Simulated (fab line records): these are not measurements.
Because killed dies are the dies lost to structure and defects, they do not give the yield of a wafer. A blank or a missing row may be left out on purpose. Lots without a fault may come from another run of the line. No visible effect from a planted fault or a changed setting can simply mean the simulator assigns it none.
Struck lot and sound lot, side by side + flow sky130 + 23 steps out of a route of 708
Sound: these wafers, L577.1, L577.3, L577.4. The struck wafers were L572.3, L572.4, L572.5. The cause is given at the end.
At each step with rows: each side's tool, then ch and its chambers, then its first start. Under that, the readings that differ: sound wafers + struck wafers + difference of the means + sigmas: that difference in standard deviations of wafers without a fault.
alike: readings with means less than 2 such deviations apart, plus words and numbers identical on both sides. not compared: withheld readings, readings lacking a value on some wafer, bounds such as >300 that could conceal the same value, and numbers that have no deviation in the record and whose values overlap.
Wherever a step has rows on one side only, a row that says differs or no value, or a row with sigmas, the two part there. When numbers do not overlap yet have no deviation, they are printed without sigmas and do not part them. Lack of a reading on every wafer of one side parts them only where that side has two or more wafers.

first, 1 step without rows for these wafers: SKY_CAP2M_DEVELOP_11 (develop time 60 s).
SKY_CAP2M_OVL_MEAS_12:
  sound: overlay-01 at day 45 14:19; struck: overlay-01 at day 44 15:50
  alike: CAP2M_OVL
SKY_CAP2M_METAL_ETCH_13: etches TiN in Cl2/BCl3, stops on SiO2, target depth 220 nm, time 62.9 s.
  sound on rie_metal-01 ch 0,1, day 45 14:22; struck on rie_metal-01 ch 0,1, day 44 15:53
  alike: bias_w, drypump_motor_current_A, oes_product_au, throttle_valve_pct
  not compared: rf_hours_counter_h
SKY_CAP2M_STRIP_14: strips in O2/N2.
  sound on plasma_asher-01 ch 0,1, day 45 14:26; struck on plasma_asher-01 ch 0,1, day 44 15:58
  alike: drypump_motor_current_A, oes_product_au, strip_time_to_endpoint_s
  not compared: rf_hours_counter_h
then, 8 steps without rows for these wafers: SKY_CAP2M_STRIP_15 (strips in post etch residue remover, time 1200 s); SKY_CAP2M_CLEAN_16 (cleans in IPA, time 180 s); SKY_CAP2M_CLEAN_17 (cleans in O3/DIW); SKY_METAL4_DEHYDRATE_05 (time 60 s); SKY_METAL4_HMDS_06 (prime time 60 s); SKY_METAL4_COAT_07 (resist thk 60 nm); SKY_METAL4_COAT_08 (resist thk 1140 nm); SKY_METAL4_SOFTBAKE_09 (time 90 s).
SKY_METAL4_EXPOSE_10: exposes mask MM4, target cd 300 nm.
  sound on krf_scanner-02 ch 0, day 46 00:37; struck on krf_scanner-01 ch 0, day 45 02:27
| reading              | sound             | struck            | difference | sigmas |
|----------------------|-------------------|-------------------|------------|--------|
| exposure_dose_mJ_cm2 | 27.95 27.92 27.93 | 26.40 26.44 26.45 | -1.50      | -39    |
  alike: mask, reticle_temp_C
then, 2 steps without rows for these wafers: SKY_METAL4_PEB_11; SKY_METAL4_DEVELOP_12 (develop time 60 s).
SKY_METAL4_CD_MEAS_13: target cd 300 nm.
  sound: cd_sem-01 at day 46 11:34; struck: cd_sem-02 at day 45 14:19
| reading    | sound             | struck            | difference | sigmas |
|------------|-------------------|-------------------|------------|--------|
| cd_nm (nm) | 297.0 296.0 297.3 | 311.5 310.2 310.5 | +14.0      | +9     |
SKY_METAL4_OVL_MEAS_14:
  sound: overlay-02 at day 46 11:41; struck: overlay-02 at day 45 14:24
  alike: METAL4_OVL
SKY_METAL4_DESCUM_15: chemistry O2, time 8 s.
  sound on rie_metal-02 ch 0,1, day 46 11:44; struck on rie_metal-02 ch 0,1, day 45 14:26
| reading                 | sound             | struck            | difference | sigmas |
|-------------------------|-------------------|-------------------|------------|--------|
| model.METAL4.cd_nm (nm) | 297.1 296.1 297.5 | 311.5 310.1 310.9 | +13.9      |        |
  alike: drypump_motor_current_A, oes_product_au
  not compared: rf_hours_counter_h
SKY_METAL4_ETCH_16: etches BARC in N2/H2, stops on SiO2, time 88.2 s, target depth 60 nm.
  sound on rie_metal-02 ch 0,1, day 46 11:46; struck on rie_metal-02 ch 0,1, day 45 14:29
  alike: bias_w, drypump_motor_current_A, oes_product_au, throttle_valve_pct
  not compared: rf_hours_counter_h
SKY_METAL4_ETCH_17: etches SiO2 in C4F8/O2/Ar, stops on TiN, time 3.9 s, target depth 15 nm.
  sound on rie_diel-02 ch 0,2,3, day 46 11:52; struck on rie_diel-01 ch 2,3, day 45 14:34
  alike: bias_w, oes_product_au
  not compared: rf_hours_counter_h
SKY_METAL4_METAL_ETCH_18: etches the open film in Cl2/BCl3, stops on SiO2, target depth 845 nm, time 183.1 s.
  sound on rie_metal-03 ch 0,1, day 46 11:52; struck on rie_metal-03 ch 0,1, day 45 14:38
| reading                 | sound             | struck            | difference | sigmas |
|-------------------------|-------------------|-------------------|------------|--------|
| model.METAL4.cd_nm (nm) | 294.2 304.9 298.3 | 318.8 312.7 320.2 | +18.1      |        |
  alike: bias_w, drypump_motor_current_A, oes_product_au, throttle_valve_pct
  not compared: rf_hours_counter_h
SKY_METAL4_STRIP_19: strips in O2/N2.
  sound on plasma_asher-02 ch 0,1, day 46 12:03; struck on plasma_asher-04 ch 0,1, day 45 14:47
  alike: drypump_motor_current_A, oes_product_au, strip_time_to_endpoint_s
  not compared: rf_hours_counter_h
-- the record jumps here: 3 days lie between the struck wafers' starts before and after (it left off in module METAL4 and takes up again in module PAD_OPEN, whose first step shown is number 708 of the route) --
SKY_PAD_OPEN_PROBE_99:
  sound: prober-01 at day 49 20:21; struck: prober-02 at day 49 01:47
| reading                        | sound                | struck              | difference | sigmas |
|--------------------------------|----------------------|---------------------|------------|--------|
| model.etest.met4.width_nm (nm) | 292.4 306.7 299      | 314.9 313.9 322.1   | +17.6      |        |
| model.etest.met4.line_ohm_um   | 0.1488 0.1414 0.1452 | 0.137 0.1374 0.1353 | -0.009     |        |
  alike: defect_limited_yield, killed_at_M0_to_M3, killed_at_M4_up, killed_at_contacts, killed_at_front_end, killed_at_other, killed_dies, killed_open, killed_short, sort_bin_3_pad_short, sort_bin_5_function, sort_bin_6_memory, sort_n_pass, sort_yield_pct

== WHERE THEY PART ==
First at SKY_METAL4_EXPOSE_10; last, within this record, at SKY_METAL4_CD_MEAS_13. Later steps at which nothing parts them and some readings are alike: SKY_METAL4_OVL_MEAS_14, SKY_METAL4_DESCUM_15, SKY_METAL4_ETCH_16, SKY_METAL4_ETCH_17, SKY_METAL4_METAL_ETCH_18, SKY_METAL4_STRIP_19, SKY_PAD_OPEN_PROBE_99.

WHY: whatever the simulator had introduced
Drift in process parameters on krf_scanner-01 at SKY_METAL4_EXPOSE_10, starting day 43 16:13. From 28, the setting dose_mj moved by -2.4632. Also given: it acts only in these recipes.
